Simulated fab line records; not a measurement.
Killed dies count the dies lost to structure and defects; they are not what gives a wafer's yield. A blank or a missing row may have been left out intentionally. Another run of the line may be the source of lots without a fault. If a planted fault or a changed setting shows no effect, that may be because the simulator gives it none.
Chamber matching -- flow sky130 -- 4 sister chambers for SKY_POLY_CUT_ETCH_11 on rie diel-01
The step etches Si3N4 in CF4/CH2F2/Ar, stops on poly-Si, time 42.5 s, target depth 60 nm. 8 wafers are shown with their chamber, then 7 later ones without.

## WAFERS, EACH WITH ITS CHAMBER
wafer,chamber,drypump motor current A (A),run length s (s)
L333.4,3,5.83,71.0
L333.5,0,5.72,71.1
L335.4,3,5.83,70.9
L336.1,2,5.84,71.3
L336.2,0,5.73,71.5
L336.6,1,5.37,70.2
L338.2,1,5.39,69.9
L338.3,2,5.85,71.6

## WAFERS WITHOUT THEIR CHAMBER
wafer,drypump motor current A (A),run length s (s)
L338.4,5.82,71.4
L340.4,5.80,70.8
L340.5,5.74,71.0
L340.6,5.38,70.1
L353.1,5.83,71.8
L353.2,5.38,70.2
L353.4,5.84,71.4

## WHICH CHAMBER EACH WENT THROUGH
wafer,from the rows above,in truth
L338.4,can't be placed: 3 or 2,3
L340.4,3,3
L340.5,0,0
L340.6,1,1
L353.1,can't be placed: 2 or 3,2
L353.2,1,1
L353.4,can't be placed: 2 or 3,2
Correct placement for 4 of the 7. Not placeable from these rows: 3 (in 3, the candidates include the true chamber). 0 placed wrongly.
How it was worked out, from the rows above alone: a wafer's distance from a chamber is the root of the sum, over the readings, of the square of ((its reading less the chamber's mean) divided by the reading's scatter). The wafer belongs to the nearest chamber; if the next one is less than 2 further off, it can't be placed. Each chamber's mean is taken over the wafers shown for it. The scatter: take each reading less its chamber's mean, square it, sum over the shown wafers, divide by the number of wafers less the number of chambers, and take the root.
